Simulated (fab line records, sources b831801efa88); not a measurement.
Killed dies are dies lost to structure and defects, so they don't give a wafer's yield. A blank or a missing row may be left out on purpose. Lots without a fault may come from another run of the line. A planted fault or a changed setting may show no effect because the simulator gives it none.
One fault seen from 2 desks | flow sky130 | each desk has only its own numbers; what lay behind them comes last

THE TOOL OWNER'S DESK: litho_track-03
The tool's own readings at SKY_CAPM_COAT_07 (resist thk 1140 nm): means of the sampled wafers that have a number, for each lot that ran on this tool. A lot is out of limits, marked OUT, if its mean lies more than 4 standard deviations from the usual mean; the brackets give that distance.
Columns: A = spin_speed_rpm at SKY_CAPM_COAT_07, usual 3000.1 rpm
lot  | first seen here | A
L971 | day 37 13:48    | 3001.0
L978 | day 39 10:15    | 3000.1
L981 | day 40 05:21    | 3149.0 (+68) OUT
L986 | day 41 17:42    | 3149.9 (+68) OUT
L993 | day 44 08:05    | 2997.3
This desk's finding: out of limits on L981, L986; first on L981, day 40 05:21 (spin_speed_rpm at SKY_CAPM_COAT_07). In limits: L971, L978, L993.

THE METROLOGY DESK
What the gauges read, lot by lot, whatever tool the lot ran on: means of the sampled wafers that have a number. A lot is out of limits, marked OUT, if its mean lies more than 4 standard deviations from the usual mean; the brackets give that distance.
Columns: A = VIA2_OVL at SKY_VIA2_OVL_MEAS_13, usual -1 nm; B = VIA2_W_RS at SKY_VIA2_RS_MEAS_22, usual 0.2640 ohm/sq; C = CAPM_OVL at SKY_CAPM_OVL_MEAS_12, usual 0.4 nm
lot  | first seen here | A  | B      | C
L971 | day 36 23:03    | 3  | 0.2655 | 1.5
L972 | day 37 00:30    | 4  | 0.2635 | -0.3
L973 | day 37 01:57    | -3 | 0.2620 | 1.8
L977 | day 38 12:03    | 0  | 0.2622 | 0.7
L978 | day 38 21:16    | -1 | 0.2615 | 0.4
L980 | day 39 10:19    | -2 | 0.2596 | -0.2
L981 | day 39 15:40    | -4 | 0.2654 | -1.3
L984 | day 40 12:07    | -5 | 0.2643 | -0.7
L986 | day 41 04:22    | -4 | 0.2659 | 0.8
L990 | day 42 12:34    | -1 | 0.2677 | 0.4
L991 | day 43 04:03    | -0 | 0.2637 | 1.3
L993 | day 43 19:01    | 1  | 0.2641 | -0.9
This desk's finding: nothing out of limits on any of the 12 lots.

PUT TOGETHER
The tool owner's desk could have raised an alarm at day 40 05:21, on L981, L986.
The metrology desk saw nothing out of limits.
The metrology desk has L981, L986 on record, within its limits.
Of the lots named, all ran SKY_CAPM_COAT_07 on litho_track-03.

WHAT THE SIMULATOR HAD PUT IN
Process parameter drift: litho_track-03, from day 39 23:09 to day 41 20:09, at SKY_CAPM_COAT_07. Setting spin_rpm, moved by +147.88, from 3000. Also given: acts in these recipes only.
Lots struck among those shown: L981, L986.
Hours from the fault's start to each desk's first reading out of limits: the tool owner's desk, 6.
